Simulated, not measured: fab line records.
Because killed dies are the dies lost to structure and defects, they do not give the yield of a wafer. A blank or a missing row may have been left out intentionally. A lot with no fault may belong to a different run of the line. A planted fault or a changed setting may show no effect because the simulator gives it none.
The tool behind it: which one? + flow sky130 + 6 lots, 18 wafers sampled, at 2 steps of a route of 708

## WHAT THE GAUGES READ, wafer by wafer
SKY_VIA3_CD_MEAS_12: the cd target is 200 nm.
| lot  | measured     | on        | cd-nm (nm)        |
|------|--------------|-----------|-------------------|
| L491 | day 40 07:03 | cd-sem-01 | 198.4 201.3 199.4 |
| L494 | day 41 02:12 | cd-sem-01 | 199.3 199.6 200.6 |
| L498 | day 42 07:02 | cd-sem-02 | 201.4 200.2 199.6 |
| L500 | day 42 18:30 | cd-sem-02 | 200.4 199.1 201.4 |
| L502 | day 43 12:51 | cd-sem-02 | 200.1 202.2 201.4 |
| L507 | day 44 20:05 | cd-sem-01 | 180.6 140.8 181.5 |

## WHICH TOOL RAN EACH LOT (tool, then ch and the chambers of the sampled wafers, then the start)
| lot  | SKY_VIA3_EXPOSE_09                |
|------|-----------------------------------|
| L491 | krf-scanner-01 ch 0, day 39 19:07 |
| L494 | krf-scanner-02 ch 0, day 40 14:08 |
| L498 | krf-scanner-02 ch 0, day 41 19:13 |
| L500 | krf-scanner-02 ch 0, day 42 07:25 |
| L502 | krf-scanner-01 ch 0, day 43 01:35 |
| L507 | krf-scanner-02 ch 0, day 44 09:40 |
- SKY_VIA3_EXPOSE_09: exposes mask VIM3, target cd 200 nm.

## THE ANSWER, worked out from the rows above alone
Rule: the usual values come from the lots themselves. Put in order of their means at a reading, lots are off if they are a third of the lots or fewer, leave a main group of 4 or more, and stand apart from it by a gap of 3 or more times the standard deviation of the main group's means; of several such gaps the widest counts. The tables above print the reading to a certain number of digits; a main group whose means all agree to those digits is not used. A lot without any number at a reading at which 4 lots or more have one is off too. Where the step has rows for the other lots, those lots are counted as sound.
Off: L507, at SKY_VIA3_CD_MEAS_12 (cd-nm). Mean 200.3 nm and standard deviation 0.54 in the main group.
A tool fits if, at a process step before that reading, it ran every lot that is off, and no sound lot after the first of them. Gauges at SKY_VIA3_CD_MEAS_12: tried the same way as those tools. Undecided on this evidence; 2 tools fit (krf-scanner-02 at SKY_VIA3_EXPOSE_09, cd-sem-01 at SKY_VIA3_CD_MEAS_12).

## WHAT THE SIMULATOR PUT IN
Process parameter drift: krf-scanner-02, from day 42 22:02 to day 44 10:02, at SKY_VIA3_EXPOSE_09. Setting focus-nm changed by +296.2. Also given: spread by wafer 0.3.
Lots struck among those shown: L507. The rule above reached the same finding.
